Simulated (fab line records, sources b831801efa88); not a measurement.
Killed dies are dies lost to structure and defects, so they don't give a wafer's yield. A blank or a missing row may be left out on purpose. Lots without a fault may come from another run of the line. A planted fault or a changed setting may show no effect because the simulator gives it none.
Chamber matching | flow sky130 | SKY_PASSIVATION_ETCH_11 on rie_diel-04: 3 sister chambers
The step etches the open film in CF4/O2, stops on AlCu, target depth 725 nm, time 161.1 s. 15 wafers are shown with their chamber, then 7 later ones without.

WAFERS WITH THEIR CHAMBER
wafer  | chamber | drypump_motor_current_A (A) | cf4_flow_sccm (sccm) | oes_product_au (a.u.)
L935.3 | 1       | 4.9                         | 79.64                | 0.979
L935.5 | 1       | 4.9                         | 79.83                | 0.984
L935.6 | 2       | 5.7                         | 79.99                | 0.985
L938.2 | 0       | 5.4                         | 80.00                | 0.972
L938.5 | 2       | 5.7                         | 79.75                | 0.978
L938.6 | 1       | 4.9                         | 80.71                | 0.984
L939.3 | 2       | 5.7                         | 79.85                | 0.967
L939.5 | 2       | 5.7                         | 79.69                | 0.979
L939.6 | 0       | 5.4                         | 80.28                | 0.983
L942.2 | 2       | 5.7                         | 79.82                | 0.972
L942.3 | 0       | 5.4                         | 79.95                | 0.965
L942.6 | 1       | 5.0                         | 80.16                | 0.981
L945.2 | 1       | 4.9                         | 80.08                | 0.977
L945.4 | 0       | 5.4                         | 80.17                | 0.985
L945.5 | 1       | 5.0                         | 79.93                | 0.998

SIGNATURES (means of the wafers above)
reading                 | chamber 0 | chamber 1 | chamber 2 | scatter within a chamber
drypump_motor_current_A | 5.400     | 4.933     | 5.700     | 0.0333
cf4_flow_sccm           | 80.1000   | 80.0583   | 79.8200   | 0.258
oes_product_au          | 0.97625   | 0.98383   | 0.97620   | 0.00783
Rule: a wafer's distance from a chamber is the root of the sum, over the readings, of the square of ((its reading less the chamber's mean) divided by the reading's scatter). The wafer belongs to the nearest chamber; if the next one is less than 2 further off, it can't be placed. The scatter: the root of (the sum of the squares of (reading less its chamber's mean) over the shown wafers, divided by (wafers less chambers)).

WAFERS WITHOUT THEIR CHAMBER
wafer  | drypump_motor_current_A (A) | cf4_flow_sccm (sccm) | oes_product_au (a.u.)
L946.2 | 5.7                         | 79.89                | 0.973
L946.3 | 4.9                         | 79.92                | 0.982
L946.4 | 5.7                         | 80.14                | 0.976
L947.4 | 5.7                         | 80.28                | 0.980
L947.5 | 4.9                         | 80.32                | 0.986
L950.4 | 5.5                         | 80.01                | 0.980
L950.5 | 5.5                         | 80.00                | 0.980

WHICH CHAMBER EACH WENT THROUGH
wafer  | from the rows above | in truth
L946.2 | 2                   | 2
L946.3 | 1                   | 1
L946.4 | 2                   | 2
L947.4 | 2                   | 2
L947.5 | 1                   | 1
L950.4 | 0                   | 0
L950.5 | 0                   | 0
Placed correctly: 7 of 7. Can't be placed from these rows: 0. Placed wrongly: 0.
